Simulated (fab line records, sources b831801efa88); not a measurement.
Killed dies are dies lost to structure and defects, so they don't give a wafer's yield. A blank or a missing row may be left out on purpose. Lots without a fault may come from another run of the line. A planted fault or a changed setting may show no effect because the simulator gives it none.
Problem report in the 8D (eight disciplines) form, filled by code | flow sky130 | the parts of the form that need people (team, actions taken, sign-off) are left out

1. THE PROBLEM
GATE_OXIDE_OVL at SKY_GATE_OXIDE_OVL_MEAS_10 reads a mean of 156.9 nm on 6 wafers of 2 lots; wafers without a fault read -0.5 nm with a standard deviation of 1.3. That is +99 or more standard deviations from the usual mean.
First seen on wafer L521.3, day 20 16:17, on overlay-01. The record holds 42 wafers of 14 lots with a number at this step. Rule for "out", or "out of limits": more than 4 standard deviations from the usual mean. The other wafers with a number count as sound.

2. WHAT IT IS AND WHAT IT IS NOT
question                    | is                     | is not
which readings at this step | GATE_OXIDE_OVL         | -
which lots                  | L521, L524             | L502, L504, L505, L506, L509, L511, L512, L515, L516, L518, L522, L525
which wafers of those lots  | all that have a number | -
read on which gauges        | overlay-01             | overlay-02
when                        | from day 20 16:17      | up to then (30 sound wafers); but 6 sound wafers of L522, L525 came after

3. SUSPECTS, AND WHAT RULES EACH OUT
Counting: a tool at a process step up to the reading stays a suspect if it ran every lot that is out and no sound lot after the first of them.
- the gauge at SKY_GATE_OXIDE_OVL_MEAS_10: kept. All the wafers that are out were read on overlay-01, and no step on other tools shows them out.
- iline_stepper-02 at SKY_GATE_OXIDE_EXPOSE_07 (exposes mask LVOM, target cd 600 nm): kept. It ran every lot that is out, first L521 (day 20 01:33), and no sound lot after that; its last sound lot up to then is L518 (day 19 11:49).
Left after counting: iline_stepper-02 at SKY_GATE_OXIDE_EXPOSE_07, overlay-01 at SKY_GATE_OXIDE_OVL_MEAS_10.

4. THE CAUSE (what the simulator had put in)
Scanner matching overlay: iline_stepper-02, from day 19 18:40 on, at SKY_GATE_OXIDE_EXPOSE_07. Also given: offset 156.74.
Counting left 2 suspects, and this tool is among them.

5. THE CHAIN OF EFFECTS, in route order
Each row: a reading whose mean over the struck wafers that have a number lies more than 3 standard deviations from the usual. Only readings for which the record gives a usual standard deviation are gone through. hours: the time from each lot's start at the first step in this table that gives one to its start at this step, as a median over the lots. sigmas: the change in usual standard deviations.
hours | step                       | reading        | usual   | on struck wafers | change | sigmas
0     | SKY_GATE_OXIDE_OVL_MEAS_10 | GATE_OXIDE_OVL | -0.5 nm | 156.9            | +157.4 | +99 or more
Later measuring or inspecting steps at which every struck wafer that the step has a row for has a number for every such reading, and none has moved that far: SKY_POLY_GATE_THK_MEAS_04.

6. WHAT WOULD HAVE CAUGHT IT SOONER
In this record the first reading out of limits at a measuring or inspecting step was taken at day 20 16:17, 22 hours after the fault began at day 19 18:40.
Of the lots that are out (2), L524 began SKY_GATE_OXIDE_EXPOSE_07 on iline_stepper-02 after day 20 16:17. A hold on the tool at that time would have spared it.
